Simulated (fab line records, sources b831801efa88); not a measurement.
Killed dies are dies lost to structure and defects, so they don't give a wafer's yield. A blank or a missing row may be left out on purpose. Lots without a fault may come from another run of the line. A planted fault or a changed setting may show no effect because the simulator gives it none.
A struck lot beside a sound one | flow sky130 | 15 steps out of a route of 708
Sound: wafers L459.1, L459.3, L459.5. Struck: wafer L457.2. (L457.1, L457.6 of the same lot were not struck and are left out.) The cause comes at the end.
At each step with rows: each side's tool, then ch and its chambers, then its first start. Under that, the readings that differ: sound wafers | struck wafers | difference of the means | sigmas: that difference in standard deviations of wafers without a fault.
alike: readings whose means differ by less than 2 such deviations, and words and numbers that are the same on both sides. not compared: withheld readings, readings that some wafer has no value for, bounds like >300 that may hide the same value, and numbers for which the record gives no deviation and whose values overlap.
The two part at a step that has a row with sigmas, a row that says differs or no value, or rows on one side only. Numbers that don't overlap but have no deviation are shown without sigmas and don't part them. A reading that every wafer of one side lacks parts them only if that side has two wafers or more.

SKY_FIELD_ISO_ETCH_15: etches the open film in CHF3/O2, stops on Si, target depth 180 nm, time 72 s.
  sound on rie_diel-01 ch 0,1,3, day 4 20:14; struck on rie_diel-01 ch 0, day 4 10:48
  alike: drypump_motor_current_A, oes_product_au, throttle_valve_pct
  not compared: rf_hours_counter_h
SKY_FIELD_ISO_STRIP_16: strips in O2/N2.
  sound on plasma_asher-04 ch 0, day 4 20:18; struck on plasma_asher-03 ch 1, day 4 10:52
  reading                     | sound       | struck | difference | sigmas
  drypump_motor_current_A (A) | 5.3 5.3 5.3 | 6.6    | +1.3       | +3
  alike: oes_product_au, strip_time_to_endpoint_s
  not compared: rf_hours_counter_h
SKY_FIELD_ISO_ETCH_17: etches Si in HBr/Cl2/O2, target depth 342 nm, time 97.7 s.
  sound on rie_si-02 ch 2,3, day 4 20:24; struck on rie_si-01 ch 3, day 4 10:58
  alike: drypump_motor_current_A, oes_product_au, throttle_valve_pct
  not compared: rf_hours_counter_h
then, 5 steps without rows for these wafers: SKY_FIELD_ISO_WET_ETCH_18 (etches Si3N4 in H3PO4, target depth 25 nm, time 286 s); SKY_FIELD_ISO_CLEAN_19 (cleans in SC1/SC2, time 150 s); SKY_FIELD_ISO_CLEAN_20 (cleans in dHF, time 20 s); SKY_FIELD_ISO_WET_ETCH_21 (etches SiO2 in dHF, target depth 20 nm, time 400 s); SKY_FIELD_ISO_OXIDATION_22 (stabilise 600 s, purge 300 s, target thk 10 nm).
SKY_FIELD_ISO_THK_MEAS_23:
  sound on film_metro-01, day 4 23:39; struck on film_metro-03, day 4 12:29
  alike: FIELD_ISO_OXIDATION_01_THK
then, 1 step without rows for these wafers: SKY_FIELD_ISO_CVD_24 (deposits SiO2, target thk 595 nm, time 99.2 s).
SKY_FIELD_ISO_THK_MEAS_25:
  sound on film_metro-03, day 4 23:47; struck on film_metro-01, day 4 12:37
  alike: FIELD_ISO_CVD_24_THK
then, 1 step without rows for these wafers: SKY_FIELD_ISO_ANNEAL_26 (time 1800 s).
SKY_FIELD_ISO_CMP_27: polishes, stops on Si3N4, t overpolish 16 s, target thk 457.8 nm.
  sound on cmp-02 ch 0,1,3, day 5 02:41; struck on cmp-01 ch 0, day 4 15:38
  reading                | sound       | struck | difference | sigmas
  time_to_endpoint_s (s) | 114 112 116 | 231    | +117       | +32
  alike: edge_zone_pressure_frac, motor_current_A, overpolish_run_s
then, 1 step without rows for these wafers: SKY_FIELD_ISO_WET_ETCH_28 (etches SiO2 in dHF, target depth 23.7 nm, time 47 s).
-- the record jumps here: 44 days lie between the struck wafers' starts before and after (it left off in module FIELD_ISO and takes up again in module PAD_OPEN, whose first step shown is number 708 of the route) --
SKY_PAD_OPEN_PROBE_99:
  sound on prober-02, day 48 14:53; struck on prober-01, day 48 10:56
  alike: killed_at_M0_to_M3, killed_at_M4_up, killed_at_contacts, killed_at_front_end, killed_at_other, killed_dies, killed_open, killed_short

WHERE THEY PART
First at SKY_FIELD_ISO_STRIP_16; last, within this record, at SKY_FIELD_ISO_CMP_27. Later steps at which nothing parts them and some readings are alike: SKY_PAD_OPEN_PROBE_99.

WHY: what the simulator had put in
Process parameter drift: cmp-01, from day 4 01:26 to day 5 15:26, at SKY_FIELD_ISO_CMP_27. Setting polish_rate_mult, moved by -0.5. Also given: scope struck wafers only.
